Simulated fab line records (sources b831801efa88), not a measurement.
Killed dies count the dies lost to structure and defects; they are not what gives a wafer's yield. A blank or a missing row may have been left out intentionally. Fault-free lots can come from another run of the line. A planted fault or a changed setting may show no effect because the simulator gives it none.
What tool caused it? :: flow sfqLine :: Sampling: 7 lots, 20 wafers, 2 of 325 route steps

== WHAT EACH GAUGE READ, for each wafer ==
SFQ_I3_OVL_MEAS_923.
lot: L186
measured: day 41 18:24
on: overlay-01
I3_OVL (nm): -5 -7 -2

lot: L188
measured: day 43 12:24
on: overlay-02
I3_OVL (nm): -8 -8 -6

lot: L191
measured: day 45 09:03
on: overlay-02
I3_OVL (nm): 1 -4 3

lot: L193
measured: day 46 05:40
on: overlay-02
I3_OVL (nm): -9 -7 -10

lot: L195
measured: day 46 17:40
on: overlay-01
I3_OVL (nm): -4 -1 -4

lot: L203
measured: day 49 09:31
on: overlay-01
I3_OVL (nm): -9 -1

lot: L206
measured: day 50 21:32
on: overlay-02
I3_OVL (nm): 3 -3 -6

== EACH LOT AND THE TOOL THAT RAN IT (in order: tool; ch and the chambers of the sampled wafers; start) ==
lot: L186
SFQ_TRILAYER_I2_VIA_STRIP_STRIP_071: rieMetal-01 ch 0,1, day 30 03:22

lot: L188
SFQ_TRILAYER_I2_VIA_STRIP_STRIP_071: rieMetal-02 ch 0,1, day 31 05:51

lot: L191
SFQ_TRILAYER_I2_VIA_STRIP_STRIP_071: rieMetal-02 ch 0,1, day 32 16:39

lot: L193
SFQ_TRILAYER_I2_VIA_STRIP_STRIP_071: rieMetal-03 ch 0,1, day 33 19:03

lot: L195
SFQ_TRILAYER_I2_VIA_STRIP_STRIP_071: rieMetal-02 ch 0,1, day 34 17:58

lot: L203
SFQ_TRILAYER_I2_VIA_STRIP_STRIP_071: rieMetal-01 ch 0,1, day 37 07:26

lot: L206
SFQ_TRILAYER_I2_VIA_STRIP_STRIP_071: rieMetal-01 ch 1, day 37 23:59
- SFQ_TRILAYER_I2_VIA_STRIP_STRIP_071: strips in O2.

== THE ANSWER, worked out from the rows above alone ==
Rule: the lots themselves supply what counts as usual. The widest of any qualifying gaps counts: lots, ordered by their means at a reading, are off when they make up no more than a third of the lots, leave a main group of 4 or more, and stand apart from it by 3 or more times the standard deviation of that group's means. If all means in a main group match to the digits the tables above print for the reading, that group is not used. Also off: a lot with no number at a reading for which 4 or more lots have one. Any other lot the step has rows for is counted as sound.
Nothing can be told from this: no lot is off at any reading shown.

== WHAT THE SIMULATOR HAD INSERTED ==
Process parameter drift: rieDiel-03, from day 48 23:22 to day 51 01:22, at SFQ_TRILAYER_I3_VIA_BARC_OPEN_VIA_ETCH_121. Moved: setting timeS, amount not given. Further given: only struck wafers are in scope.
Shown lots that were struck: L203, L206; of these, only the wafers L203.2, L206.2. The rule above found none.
